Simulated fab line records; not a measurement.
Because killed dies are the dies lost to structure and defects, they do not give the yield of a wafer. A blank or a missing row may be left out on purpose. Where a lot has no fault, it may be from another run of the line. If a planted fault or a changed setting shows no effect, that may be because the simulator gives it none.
Which tool did it? + flow gf180mcu + 24 lots with 72 wafers sampled at 5 steps, on a route of 602 steps

WHAT THE GAUGES READ, wafer by wafer
GF_V2_RS_MEAS_24: the measuring method here is four-point-probe. Usual: V2_W_RS typically reads 0.3250 ohm/sq, with standard deviation 0.0028.
| lot  | measured     | on            | V2_W_RS (ohm/sq)     | flag |
|------|--------------|---------------|----------------------|------|
| L074 | day 20 07:34 | film metro-01 | 0.3252 0.3242 0.3265 |      |
| L075 | day 20 15:50 | film metro-02 | 0.3165 0.3223 0.3216 |      |
| L076 | day 20 23:16 | film metro-02 | 0.3243 0.3218 0.3263 |      |
| L077 | day 21 11:32 | film metro-04 | 0.3249 0.3221 0.3213 |      |
| L078 | day 21 18:40 | film metro-02 | 0.3227 0.3266 0.3225 |      |
| L079 | day 22 07:26 | film metro-01 | 0.3257 0.3232 0.3244 |      |
| L080 | day 22 16:55 | film metro-01 | 0.3281 0.3251 0.3281 |      |
| L081 | day 22 22:10 | film metro-04 | 0.3266 0.3308 0.3278 |      |
| L082 | day 23 08:43 | film metro-02 | 0.3211 0.3180 0.3214 |      |
| L083 | day 23 16:02 | film metro-01 | 0.3232 0.3238 0.3228 |      |
| L084 | day 24 01:10 | film metro-02 | 0.3243 0.3265 0.3248 |      |
| L085 | day 24 12:44 | film metro-02 | 0.3198 0.3206 0.3244 |      |
| L086 | day 24 20:06 | film metro-02 | 0.3257 0.3259 0.3247 |      |
| L087 | day 25 03:14 | film metro-02 | 0.3237 0.3256 0.3218 |      |
| L088 | day 25 09:40 | film metro-02 | 0.3240 0.3250 0.3233 |      |
| L089 | day 25 11:52 | film metro-02 | 0.3268 0.3257 0.3269 |      |
| L090 | day 26 02:19 | film metro-04 | 0.3285 0.3233 0.3238 |      |
| L091 | day 26 04:24 | film metro-02 | 0.3276 0.3289 0.3329 |      |
| L092 | day 26 15:21 | film metro-01 | 0.3267 0.3249 0.3305 |      |
| L093 | day 26 20:38 | film metro-01 | 0.3310 0.3311 0.3316 |      |
| L094 | day 27 00:23 | film metro-02 | 0.3270 0.3254 0.3285 |      |
| L095 | day 27 09:46 | film metro-04 | 0.3273 0.3255 0.3294 |      |
| L096 | day 27 16:29 | film metro-04 | 0.3222 0.3226 0.3230 |      |
| L097 | day 28 05:12 | film metro-01 | 0.3262 0.3278 0.3253 |      |

GF_V3_THK_MEAS_25: measures by xrf. Usual: V3_W_THK typically reads 341 nm, with standard deviation 4.
| lot  | measured     | on            | V3_W_THK (nm) | flag |
|------|--------------|---------------|---------------|------|
| L074 | day 22 11:10 | film metro-03 | 337 339 334   |      |
| L075 | day 22 18:39 | film metro-01 | 335 339 340   |      |
| L076 | day 23 02:20 | film metro-03 | 338 337 343   |      |
| L077 | day 23 13:29 | film metro-03 | 344 343 344   |      |
| L078 | day 23 19:47 | film metro-01 | 339 336 341   |      |
| L079 | day 24 07:44 | film metro-01 | 344 345 346   |      |
| L080 | day 24 16:31 | film metro-02 | 340 338 343   |      |
| L081 | day 24 21:59 | film metro-02 | 338 342 342   |      |
| L082 | day 25 07:37 | film metro-03 | 348 343 348   |      |
| L083 | day 25 14:15 | film metro-01 | 336 339 335   |      |
| L084 | day 25 23:14 | film metro-03 | 345 344 344   |      |
| L085 | day 26 10:19 | film metro-01 | 339 339 340   |      |
| L086 | day 26 17:11 | film metro-03 | 341 339 341   |      |
| L087 | day 27 00:08 | film metro-02 | 342 340 334   |      |
| L088 | day 27 05:52 | film metro-03 | 339 339 340   |      |
| L089 | day 27 08:28 | film metro-03 | 343 340 339   |      |
| L090 | day 27 21:56 | film metro-03 | 352 343 349   |      |
| L091 | day 27 23:29 | film metro-03 | 344 339 342   |      |
| L092 | day 28 10:39 | film metro-01 | 340 338 343   |      |
| L093 | day 28 15:04 | film metro-02 | 349 344 344   |      |
| L094 | day 28 19:14 | film metro-01 | 336 337 338   |      |
| L095 | day 29 04:30 | film metro-03 | 343 349 343   |      |
| L096 | day 29 10:55 | film metro-03 | 346 348 345   |      |
| L097 | day 29 22:56 | film metro-01 | 338 332 341   |      |

WHAT TOOL EACH LOT RAN ON (gives the tool, then ch and the chambers of the sampled wafers, and finally the start)
| lot  | GF_M3_METAL_ETCH_16               | GF_M3_STRIP_17                       | GF_V3_CMP_04                  |
|------|-----------------------------------|--------------------------------------|-------------------------------|
| L074 | rie metal-01 ch 0,1, day 21 08:41 | plasma asher-02 ch 0,1, day 21 08:49 | cmp-02 ch 1,3, day 21 09:38   |
| L075 | rie metal-01 ch 0,1, day 21 16:08 | plasma asher-01 ch 0,1, day 21 16:15 | cmp-01 ch 0,1,3, day 21 17:12 |
| L076 | rie metal-04 ch 0,1, day 22 00:02 | plasma asher-03 ch 0, day 22 00:10   | cmp-01 ch 0,3, day 22 01:05   |
| L077 | rie metal-02 ch 0,1, day 22 12:05 | plasma asher-02 ch 0,1, day 22 12:13 | cmp-02 ch 0,1,2, day 22 13:07 |
| L078 | rie metal-02 ch 0,1, day 22 18:47 | plasma asher-01 ch 0,1, day 22 18:55 | cmp-02 ch 0,1,3, day 22 19:46 |
| L079 | rie metal-01 ch 0,1, day 23 07:17 | plasma asher-01 ch 0,1, day 23 07:25 | cmp-02 ch 0,3, day 23 08:13   |
| L080 | rie metal-02 ch 0,1, day 23 16:17 | plasma asher-02 ch 0,1, day 23 16:25 | cmp-02 ch 0,1,2, day 23 17:13 |
| L081 | rie metal-01 ch 0, day 23 21:35   | plasma asher-01 ch 0,1, day 23 21:43 | cmp-01 ch 0,3, day 23 22:47   |
| L082 | rie metal-01 ch 0,1, day 24 07:20 | plasma asher-01 ch 0,1, day 24 07:28 | cmp-01 ch 1,2,3, day 24 08:18 |
| L083 | rie metal-01 ch 0, day 24 14:35   | plasma asher-03 ch 0,1, day 24 14:48 | cmp-02 ch 0,1,3, day 24 15:36 |
| L084 | rie metal-02 ch 0,1, day 24 23:26 | plasma asher-01 ch 0,1, day 24 23:34 | cmp-02 ch 0,2,3, day 25 00:22 |
| L085 | rie metal-02 ch 0,1, day 25 10:44 | plasma asher-03 ch 1, day 25 10:52   | cmp-01 ch 0,1,2, day 25 11:46 |
| L086 | rie metal-02 ch 0,1, day 25 17:52 | plasma asher-02 ch 0,1, day 25 17:59 | cmp-01 ch 0,1,2, day 25 18:50 |
| L087 | rie metal-02 ch 0,1, day 26 00:47 | plasma asher-03 ch 0,1, day 26 00:55 | cmp-02 ch 1,2,3, day 26 01:52 |
| L088 | rie metal-04 ch 0,1, day 26 06:56 | plasma asher-02 ch 0,1, day 26 07:04 | cmp-02 ch 1,3, day 26 07:50   |
| L089 | rie metal-04 ch 0,1, day 26 09:53 | plasma asher-02 ch 0,1, day 26 10:00 | cmp-02 ch 1,2, day 26 10:46   |
| L090 | rie metal-04 ch 0,1, day 26 23:38 | plasma asher-03 ch 0,1, day 26 23:46 | cmp-01 ch 0,1,3, day 27 00:35 |
| L091 | rie metal-02 ch 0,1, day 27 01:20 | plasma asher-03 ch 0,1, day 27 01:28 | cmp-02 ch 0,2,3, day 27 02:19 |
| L092 | rie metal-04 ch 0,1, day 27 12:44 | plasma asher-01 ch 0,1, day 27 12:51 | cmp-01 ch 0,1,3, day 27 13:37 |
| L093 | rie metal-04 ch 0,1, day 27 16:50 | plasma asher-01 ch 0,1, day 27 16:58 | cmp-01 ch 2,3, day 27 17:46   |
| L094 | rie metal-02 ch 0,1, day 27 21:17 | plasma asher-01 ch 0,1, day 27 21:25 | cmp-02 ch 0,1, day 27 22:19   |
| L095 | rie metal-01 ch 0,1, day 28 06:20 | plasma asher-02 ch 0,1, day 28 06:27 | cmp-01 ch 0,1,3, day 28 07:43 |
| L096 | rie metal-02 ch 0, day 28 13:02   | plasma asher-01 ch 0,1, day 28 13:15 | cmp-02 ch 0,2,3, day 28 14:05 |
| L097 | rie metal-02 ch 1, day 29 01:29   | plasma asher-01 ch 0,1, day 29 01:37 | cmp-02 ch 0,1,3, day 29 02:30 |
- GF_M3_METAL_ETCH_16: etches the open film in Cl2/BCl3, stops on SiO2, target depth 750.8 nm, time 125.1 s.
- GF_M3_STRIP_17: strips in O2/N2.
- GF_V3_CMP_04: polishes SiO2.

AS READ BY THE TOOLS THEMSELVES (means over the sampled wafers that have a number; for cases with no such wafer, the mark the record gives instead)
GF_M3_METAL_ETCH_16. Usual: drypump motor current A 5.5 A, standard deviation 0.53; oes product au 0.990 a.u., standard deviation 0.0053; rf fwd power W 796.2 W, standard deviation 2.9; throttle valve pct 28.229 %, standard deviation 0.0099.
| lot  | tool         | drypump motor current A (A) | oes product au (a.u.) | rf fwd power W (W) | throttle valve pct (%) | flag |
|------|--------------|-----------------------------|-----------------------|--------------------|------------------------|------|
| L074 | rie metal-01 | 5.2                         | 0.986                 | 797.8              | 28.242                 |      |
| L075 | rie metal-01 | 5.4                         | 0.996                 | 798.8              | 28.233                 |      |
| L076 | rie metal-04 | 5.1                         | 0.987                 | 795.9              | 28.236                 |      |
| L077 | rie metal-02 | 5.7                         | 0.994                 | 795.4              | 28.227                 |      |
| L078 | rie metal-02 | 5.7                         | 0.991                 | 796.2              | 28.230                 |      |
| L079 | rie metal-01 | 5.4                         | 0.989                 | 797.2              | 28.235                 |      |
| L080 | rie metal-02 | 5.7                         | 0.987                 | 793.7              | 28.234                 |      |
| L081 | rie metal-01 | 5.6                         | 0.994                 | 797.8              | 28.231                 |      |
| L082 | rie metal-01 | 5.4                         | 0.992                 | 799.2              | 28.224                 |      |
| L083 | rie metal-01 | 5.6                         | 0.997                 | 798.8              | 28.221                 |      |
| L084 | rie metal-02 | 5.7                         | 0.997                 | 795.6              | 28.225                 |      |
| L085 | rie metal-02 | 6.1                         | 0.994                 | 792.0              | 28.228                 |      |
| L086 | rie metal-02 | 5.7                         | 0.994                 | 794.1              | 28.227                 |      |
| L087 | rie metal-02 | 6.1                         | 0.995                 | 794.1              | 28.234                 |      |
| L088 | rie metal-04 | 5.1                         | 0.988                 | 797.3              | 28.230                 |      |
| L089 | rie metal-04 | 5.1                         | 0.992                 | 796.2              | 28.232                 |      |
| L090 | rie metal-04 | 5.1                         | 0.987                 | 796.7              | 28.223                 |      |
| L091 | rie metal-02 | 6.0                         | 0.990                 | 795.4              | 28.224                 |      |
| L092 | rie metal-04 | 5.1                         | 0.989                 | 797.6              | 28.232                 |      |
| L093 | rie metal-04 | 5.1                         | 0.989                 | 792.7              | 28.231                 |      |
| L094 | rie metal-02 | 5.7                         | 0.988                 | 794.7              | 28.230                 |      |
| L095 | rie metal-01 | 5.2                         | 0.993                 | 797.8              | 28.225                 |      |
| L096 | rie metal-02 | 5.3                         | 0.985                 | 793.5              | 28.239                 |      |
| L097 | rie metal-02 | 6.5                         | 0.990                 | 792.1              | 28.237                 |      |

GF_M3_STRIP_17. Usual: drypump motor current A 5.71 A, standard deviation 0.28; heater power w 308 W, standard deviation 38; oes product au 0.538 a.u., standard deviation 0.0052; strip time to endpoint s 7.38 s, standard deviation 0.049.
| lot  | tool            | drypump motor current A (A) | heater power w (W) | oes product au (a.u.) | strip time to endpoint s (s) | flag |
|------|-----------------|-----------------------------|--------------------|-----------------------|------------------------------|------|
| L074 | plasma asher-02 | 5.92                        | 305                | 0.538                 | 7.44                         |      |
| L075 | plasma asher-01 | 5.52                        | 299                | 0.533                 | 7.36                         |      |
| L076 | plasma asher-03 | 5.40                        | 260                | 0.542                 | 7.47                         |      |
| L077 | plasma asher-02 | 5.87                        | 328                | 0.537                 | 7.41                         |      |
| L078 | plasma asher-01 | 5.75                        | 323                | 0.540                 | 7.38                         |      |
| L079 | plasma asher-01 | 5.75                        | 325                | 0.536                 | 7.37                         |      |
| L080 | plasma asher-02 | 5.91                        | 302                | 0.538                 | 7.41                         |      |
| L081 | plasma asher-01 | 5.52                        | 298                | 0.540                 | 7.40                         |      |
| L082 | plasma asher-01 | 5.51                        | 302                | 0.531                 | 7.35                         |      |
| L083 | plasma asher-03 | 5.71                        | 315                | 0.536                 | 7.33                         |      |
| L084 | plasma asher-01 | 5.55                        | 299                | 0.534                 | 7.33                         |      |
| L085 | plasma asher-03 | 5.87                        | 332                | 0.537                 | 7.33                         |      |
| L086 | plasma asher-02 | 5.90                        | 298                | 0.532                 | 7.33                         |      |
| L087 | plasma asher-03 | 5.71                        | 305                | 0.540                 | 7.35                         |      |
| L088 | plasma asher-02 | 5.94                        | 302                | 0.541                 | 7.47                         |      |
| L089 | plasma asher-02 | 5.90                        | 299                | 0.536                 | 7.42                         |      |
| L090 | plasma asher-03 | 5.55                        | 283                | 0.539                 | 7.35                         |      |
| L091 | plasma asher-03 | 5.56                        | 287                | 0.534                 | 7.32                         |      |
| L092 | plasma asher-01 | 5.74                        | 325                | 0.541                 | 7.41                         |      |
| L093 | plasma asher-01 | 5.52                        | 296                | 0.536                 | 7.40                         |      |
| L094 | plasma asher-01 | 5.75                        | 326                | 0.542                 | 7.41                         |      |
| L095 | plasma asher-02 | 5.93                        | 300                | 0.537                 | 7.40                         |      |
| L096 | plasma asher-01 | 5.53                        | 299                | 0.538                 | 7.42                         |      |
| L097 | plasma asher-01 | 5.56                        | 298                | 0.541                 | 7.39                         |      |

GF_V3_CMP_04. Usual: motor current A 12.4 A, standard deviation 1; retaining ring pressure frac 1.000, standard deviation 0.0049; time to endpoint s 83 s, standard deviation 4.7.
| lot  | tool   | motor current A (A) | retaining ring pressure frac | time to endpoint s (s) | flag |
|------|--------|---------------------|------------------------------|------------------------|------|
| L074 | cmp-02 | 12.2                | 0.998                        | 84                     |      |
| L075 | cmp-01 | 11.7                | 0.999                        | 76                     |      |
| L076 | cmp-01 | 12.4                | 1.001                        | 83                     |      |
| L077 | cmp-02 | 12.4                | 0.999                        | 81                     |      |
| L078 | cmp-02 | 11.9                | 1.001                        | 85                     |      |
| L079 | cmp-02 | 12.3                | 1.008                        | 81                     |      |
| L080 | cmp-02 | 12.0                | 1.003                        | 83                     |      |
| L081 | cmp-01 | 12.4                | 1.001                        | 78                     |      |
| L082 | cmp-01 | 12.4                | 1.007                        | 81                     |      |
| L083 | cmp-02 | 11.9                | 1.005                        | 77                     |      |
| L084 | cmp-02 | 12.6                | 0.999                        | 83                     |      |
| L085 | cmp-01 | 12.4                | 1.000                        | 78                     |      |
| L086 | cmp-01 | 12.7                | 1.002                        | 83                     |      |
| L087 | cmp-02 | 12.6                | 1.002                        | 91                     |      |
| L088 | cmp-02 | 12.3                | 1.000                        | 82                     |      |
| L089 | cmp-02 | 12.3                | 1.002                        | 79                     |      |
| L090 | cmp-01 | 11.8                | 1.000                        | 80                     |      |
| L091 | cmp-02 | 12.9                | 1.002                        | 79                     |      |
| L092 | cmp-01 | 11.6                | 1.000                        | 87                     |      |
| L093 | cmp-01 | 12.5                | 0.999                        | 87                     |      |
| L094 | cmp-02 | 11.9                | 1.001                        | 87                     |      |
| L095 | cmp-01 | 11.9                | 0.999                        | 82                     |      |
| L096 | cmp-02 | 12.6                | 1.000                        | 87                     |      |
| L097 | cmp-02 | 11.9                | 0.997                        | 85                     |      |

THE ANSWER, worked out from the rows above alone
Rule: a lot is off if the mean of its wafers that have a number lies more than 3 standard deviations from the usual mean. A lot without any number at a reading at which 4 lots or more have one is off too. All remaining lots with rows at the step are treated as sound. After the gauges, taken in route order, come the tools' own readings; for these a lot's mean is taken, as printed above. The first step at which some lot is off is used, and at that step the reading that is off furthest; a lot without a number counts as furthest.
None of the lots is off at any reading shown; this tells nothing.

WHAT THE SIMULATOR HAD INSERTED
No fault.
